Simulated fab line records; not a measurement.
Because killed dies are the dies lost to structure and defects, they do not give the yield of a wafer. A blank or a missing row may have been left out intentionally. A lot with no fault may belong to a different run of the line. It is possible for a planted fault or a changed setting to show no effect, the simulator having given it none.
The tool behind it: which one?	flow sky130	12 lots (36 wafers sampled), 1 step of a 708-step route

## WHAT THE GAUGES READ, wafer by wafer
SKY_CONTACT_THK_MEAS_26: measures by xrf.
lot	measured	on	CONTACT_W_THK (nm)
L075	day 32 06:25	film metro-03	350 347 354
L076	day 33 08:39	film metro-03	357 357 347
L079	day 33 16:52	film metro-01	346 349 358
L081	day 34 11:26	film metro-01	344 341 343
L083	day 35 03:50	film metro-02	350 343 348
L085	day 35 23:04	film metro-01	338 342 348
L087	day 36 09:17	film metro-01	334 334 338
L089	day 36 23:59	film metro-01	349 343 341
L091	day 37 14:40	film metro-02	348 352 344
L093	day 38 00:34	film metro-03	343 354 339
L095	day 38 13:50	film metro-03	343 346 350
L097	day 39 09:35	film metro-03	339 343 344

## TOOL THAT RAN EACH LOT (tool first, then ch and the chambers of the sampled wafers, then the start)
The record holds no process step before these readings.

## THE ANSWER, worked out from the rows above alone
Rule: the usual values come from the lots themselves. The widest of any qualifying gaps counts: lots, ordered by their means at a reading, are off when they make up no more than a third of the lots, leave a main group of 4 or more, and stand apart from it by 3 or more times the standard deviation of that group's means. Not used: any main group whose means are identical at the precision the tables above print for the reading. A lot without any number at a reading at which 4 lots or more have one is off too. The other lots that the step has rows for count as sound.
No lot is off on any of the readings shown, so nothing can be concluded from this.

## WHAT WAS PUT IN BY THE SIMULATOR
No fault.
